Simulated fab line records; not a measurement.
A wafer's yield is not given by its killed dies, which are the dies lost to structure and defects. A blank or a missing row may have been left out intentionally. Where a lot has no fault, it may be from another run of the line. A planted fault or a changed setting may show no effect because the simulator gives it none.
The same fault as seen by 2 desks :: flow sky130 :: each desk holds nothing but its own numbers, with what lay behind them at the end

== METROLOGY DESK ==
What the gauges read for every lot (on any tool): the sampled wafers with a number, averaged. Marked OUT: a lot whose mean sits more than 4 standard deviations from the usual mean, which makes it out of limits; the brackets give that distance.
Columns: A = METAL2_ALCU_THK at SKY_METAL2_THK_MEAS_06, usual 245 nm; B = cdNm at SKY_METAL2_CD_MEAS_15, usual 139.4 nm; C = METAL2_OVL at SKY_METAL2_OVL_MEAS_16, usual -1 nm
lot: L684
first seen here: day 34 00:08
A: 249
B: 138.6
C: -4

lot: L688
first seen here: day 35 22:33
A: 245
B: 141.1
C: -1

lot: L689
first seen here: day 36 03:14
A: 247
B: 139.3
C: -8

lot: L699
first seen here: day 39 11:50
A: 243
B: 140.3
C: -2

lot: L705
first seen here: day 40 07:14
A: 246
B: 140.0
C: 5
This desk's verdict: no lot among the 5 shows anything out of limits.

== TOOL OWNER'S DESK, rieMetal-04 ==
The tool's own readings at SKY_METAL2_ETCH_18 (etches BARC in N2/H2, stops on SiO2, time 45.9 s, target depth 60 nm): means of the sampled wafers that have a number, for each lot that ran on this tool. Marked OUT: a lot whose mean sits more than 4 standard deviations from the usual mean, which makes it out of limits; the brackets give that distance.
Columns: A = biasW at SKY_METAL2_ETCH_18, usual 100.0 W; B = drypumpMotorCurrentA at SKY_METAL2_ETCH_18, usual 6.2 A; C = oesProductAu at SKY_METAL2_ETCH_18, usual 0.855 a.u.; D = throttleValvePct at SKY_METAL2_ETCH_18, usual 13.225 %
lot: L684
first seen here: day 35 03:26
A: 99.8
B: 6.0
C: 0.854
D: 13.229

lot: L688
first seen here: day 37 01:11
A: 100.1
B: 5.7
C: 0.853
D: 13.233

lot: L689
first seen here: day 37 05:16
A: 99.8
B: 5.7
C: 0.836 (-4.7) OUT
D: 13.226
Finding of this desk: L689 out of limits; the first was L689 at day 37 05:16, on oesProductAu at SKY_METAL2_ETCH_18. L684, L688 stayed within limits.

== PUT TOGETHER ==
The tool owner's desk could have raised an alarm at day 37 05:16, on L689.
The metrology desk saw nothing out of limits.
The metrology desk holds a record of L689, inside its limits.
On rieMetal-04, each named lot ran SKY_METAL2_ETCH_18.

== WHAT THE SIMULATOR PUT IN ==
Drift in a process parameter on rieMetal-04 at SKY_METAL2_ETCH_18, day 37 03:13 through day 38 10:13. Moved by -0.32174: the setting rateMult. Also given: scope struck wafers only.
Shown lots that were struck: L689.
Each desk's first reading out of limits, in hours after the fault started: the tool owner's desk, 2.
